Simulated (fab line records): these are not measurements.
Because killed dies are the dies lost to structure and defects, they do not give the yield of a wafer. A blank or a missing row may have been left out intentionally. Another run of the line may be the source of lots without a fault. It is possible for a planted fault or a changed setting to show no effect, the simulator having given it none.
The tool behind it: which one?    flow gf180mcu    13 lots, 39 wafers sampled, at 6 steps of a route of 602

== WHAT EACH GAUGE READ, for each wafer ==
GF_PSD_RS_MEAS_14: the measuring method here is four-point-probe. Usual: NSD_RS typically reads 46.09 ohm/sq, with standard deviation 0.08.
lot   measured      on             NSD_RS (ohm/sq)    flag
L740  day 14 02:08  film_metro-01  46.13 46.01 46.06  
L741  day 14 15:28  film_metro-03  46.11 46.22 45.99  
L742  day 15 01:07  film_metro-02  45.99 45.94 46.04  
L743  day 15 06:53  film_metro-03  46.22 46.09 46.14  
L744  day 15 13:11  film_metro-03  45.99 46.09 45.98  
L749  day 17 16:10  film_metro-02  41.72 41.90 41.87  OFF
L750  day 17 19:01  film_metro-03  46.25 46.20 46.09  
L751  day 18 03:44  film_metro-02  41.76 41.84 41.73  OFF
L756  day 19 19:29  film_metro-03  46.13 46.13 46.18  
L757  day 20 07:38  film_metro-01  46.00 46.14 46.10  
L758  day 20 16:04  film_metro-02  46.05 46.09 46.14  
L761  day 21 17:14  film_metro-02  45.96 45.88 45.99  
L763  day 22 04:17  film_metro-02  46.10 46.16 46.11  

GF_PSD_RS_MEAS_15: the measuring method here is four-point-probe. Usual: PSD_RS typically reads 108.43 ohm/sq, with standard deviation 0.27.
lot   measured      on             PSD_RS (ohm/sq)       flag
L740  day 14 02:15  film_metro-01  108.54 108.18 108.90  
L741  day 14 15:35  film_metro-03  108.48 108.52 108.15  
L742  day 15 01:14  film_metro-02  107.96 108.05 107.92  
L743  day 15 07:00  film_metro-03  108.74 108.47 108.74  
L744  day 15 13:18  film_metro-03  107.97 108.12 108.18  
L749  day 17 16:17  film_metro-02  100.70 100.96 100.97  OFF
L750  day 17 19:08  film_metro-03  108.59 108.71 108.65  
L751  day 18 03:52  film_metro-02  100.88 100.86 100.90  OFF
L756  day 19 19:36  film_metro-03  108.75 108.48 108.38  
L757  day 20 07:45  film_metro-01  108.28 108.55 108.63  
L758  day 20 16:11  film_metro-02  108.33 108.39 108.27  
L761  day 21 17:21  film_metro-02  108.06 108.18 107.95  
L763  day 22 04:24  film_metro-02  108.45 108.55 108.40  

GF_V1_THK_MEAS_03. Usual: V1_CVD_02_THK typically reads 849 nm, with standard deviation 10.
lot   measured      on             V1_CVD_02_THK (nm)  flag
L740  day 17 00:10  film_metro-02  841 837 847         
L741  day 17 13:17  film_metro-03  851 849 836         
L742  day 17 23:52  film_metro-02  842 861 856         
L743  day 18 06:34  film_metro-03  854 871 867         
L744  day 18 13:06  film_metro-04  838 849 847         
L749  day 20 20:24  film_metro-03  837 836 859         
L750  day 20 23:35  film_metro-03  847 865 854         
L751  day 21 08:16  film_metro-04  848 847 868         
L756  day 22 23:14  film_metro-02  846 832 847         
L757  day 23 09:55  film_metro-04  856 845 874         
L758  day 23 18:13  film_metro-03  843 851 849         
L761  day 24 18:33  film_metro-03  835 844 856         
L763  day 25 04:49  film_metro-02  841 837 859         

GF_M3_CD_MEAS_14: the cd target is 280 nm. Usual: cd_nm reads 279.3 nm (standard deviation 1.4).
lot   measured      on         cd_nm (nm)         flag
L740  day 21 04:05  cd_sem-01  281.6 282.5 282.1  
L741  day 21 18:26  cd_sem-01  279.1 280.6 280.4  
L742  day 22 04:45  cd_sem-01  278.3 278.7 278.9  
L743  day 22 12:20  cd_sem-02  276.5 277.4 276.1  
L744  day 22 17:41  cd_sem-01  278.1 279.6 279.2  
L749  day 24 20:58  cd_sem-02  279.9 279.4 280.0  
L750  day 25 01:35  cd_sem-02  280.2 279.0 279.5  
L751  day 25 07:17  cd_sem-01  281.3 281.5 282.1  
L756  day 26 19:17  cd_sem-02  280.0 279.2 280.5  
L757  day 27 04:26  cd_sem-02  279.8 281.0 280.2  
L758  day 27 11:38  cd_sem-01  278.1 278.2 279.7  
L761  day 28 09:41  cd_sem-02  278.5 279.8 277.8  
L763  day 28 17:56  cd_sem-02  280.9 281.4 281.8  

== WHAT TOOL EACH LOT RAN ON (gives the tool, then ch and the chambers of the sampled wafers, and finally the start) ==
lot   GF_PSD_RTA_13                     GF_CONTACT_CVD_24
L740  rtp_anneal-01 ch 0, day 14 02:03  cvd_w-02 ch 0,1, day 15 23:34
L741  rtp_anneal-02 ch 0, day 14 15:23  cvd_w-01 ch 0,1, day 16 12:58
L742  rtp_anneal-02 ch 0, day 15 01:01  cvd_w-02 ch 0,1, day 16 22:57
L743  rtp_anneal-02 ch 0, day 15 06:48  cvd_w-01 ch 0,1, day 17 05:50
L744  rtp_anneal-01 ch 0, day 15 13:06  cvd_w-01 ch 0,1, day 17 11:45
L749  rtp_anneal-02 ch 0, day 17 16:04  cvd_w-01 ch 0,1, day 19 18:19
L750  rtp_anneal-01 ch 0, day 17 18:56  cvd_w-01 ch 0,1, day 19 21:17
L751  rtp_anneal-02 ch 0, day 18 03:39  cvd_w-01 ch 0,1, day 20 06:31
L756  rtp_anneal-01 ch 0, day 19 19:24  cvd_w-02 ch 0,1, day 21 22:16
L757  rtp_anneal-01 ch 0, day 20 07:33  cvd_w-01 ch 0,1, day 22 09:37
L758  rtp_anneal-02 ch 0, day 20 15:59  cvd_w-02 ch 0,1, day 22 17:34
L761  rtp_anneal-01 ch 0, day 21 17:09  cvd_w-01 ch 1, day 23 18:25
L763  rtp_anneal-02 ch 0, day 22 04:12  cvd_w-02 ch 0,1, day 24 05:06
- GF_PSD_RTA_13: time 20 s.
- GF_CONTACT_CVD_24: deposits W, target thk 300 nm, time 90.339 s.

== WHAT THE TOOLS THEMSELVES READ (means of the sampled wafers that have a number; where no wafer has one, the mark that the record gives instead) ==
GF_PSD_RTA_13. Usual: lamp_power_pct 29.2 %, standard deviation 1.1; run_length_s 48.26 s, standard deviation 0.19; wafer_temp_C_max 1028.7, standard deviation 1.4.
lot   tool           lamp_power_pct (%)  run_length_s (s)  wafer_temp_C_max  flag
L740  rtp_anneal-01  30.3                48.25             1027.2            
L741  rtp_anneal-02  28.0                48.30             1029.9            
L742  rtp_anneal-02  28.0                48.53             1030.9            
L743  rtp_anneal-02  28.1                48.29             1030.4            
L744  rtp_anneal-01  30.3                48.04             1027.5            
L749  rtp_anneal-02  28.0                72.38             1028.9            OFF
L750  rtp_anneal-01  30.3                48.08             1027.5            
L751  rtp_anneal-02  28.0                72.27             1030.4            OFF
L756  rtp_anneal-01  30.3                48.14             1027.4            
L757  rtp_anneal-01  30.3                48.07             1027.6            
L758  rtp_anneal-02  28.0                48.35             1029.8            
L761  rtp_anneal-01  30.3                48.32             1028.0            
L763  rtp_anneal-02  28.0                48.37             1030.0            

GF_CONTACT_CVD_24. Usual: heater_power_w 872 W, standard deviation 36; susceptor_temp_C 400.04 C, standard deviation 0.2.
lot   tool      heater_power_w (W)  susceptor_temp_C (C)  flag
L740  cvd_w-02  927                 400.13                
L741  cvd_w-01  876                 400.10                
L742  cvd_w-02  934                 400.00                
L743  cvd_w-01  874                 400.09                
L744  cvd_w-01  849                 400.04                
L749  cvd_w-01  864                 399.71                
L750  cvd_w-01  890                 400.02                
L751  cvd_w-01  883                 400.02                
L756  cvd_w-02  859                 400.07                
L757  cvd_w-01  884                 400.10                
L758  cvd_w-02  862                 399.86                
L761  cvd_w-01  893                 399.83                
L763  cvd_w-02  831                 399.92                

== THE ANSWER, worked out from the rows above alone ==
Rule: take the mean of a lot's wafers that have a number; if it is more than 3 standard deviations from the usual mean, the lot is off. A lot without any number at a reading at which 4 lots or more have one is off too. The other lots that the step has rows for count as sound. After the gauges, taken in route order, come the tools' own readings; for these a lot's mean is taken, as printed above. The first step at which some lot is off is used, and at that step the reading that is off furthest; a lot without a number counts as furthest.
Off: L749, L751, at GF_PSD_RS_MEAS_14 (NSD_RS).
If a tool, at a process step before that reading, ran all the lots that are off and no sound lot after the first of them, it fits. Not tried: the gauges at GF_PSD_RS_MEAS_14; whatever is off there is also off at GF_PSD_RTA_13, on other tools, and gauge error can't account for it. Not one of the candidates tried fits.

== WHAT HAD BEEN PUT IN BY THE SIMULATOR ==
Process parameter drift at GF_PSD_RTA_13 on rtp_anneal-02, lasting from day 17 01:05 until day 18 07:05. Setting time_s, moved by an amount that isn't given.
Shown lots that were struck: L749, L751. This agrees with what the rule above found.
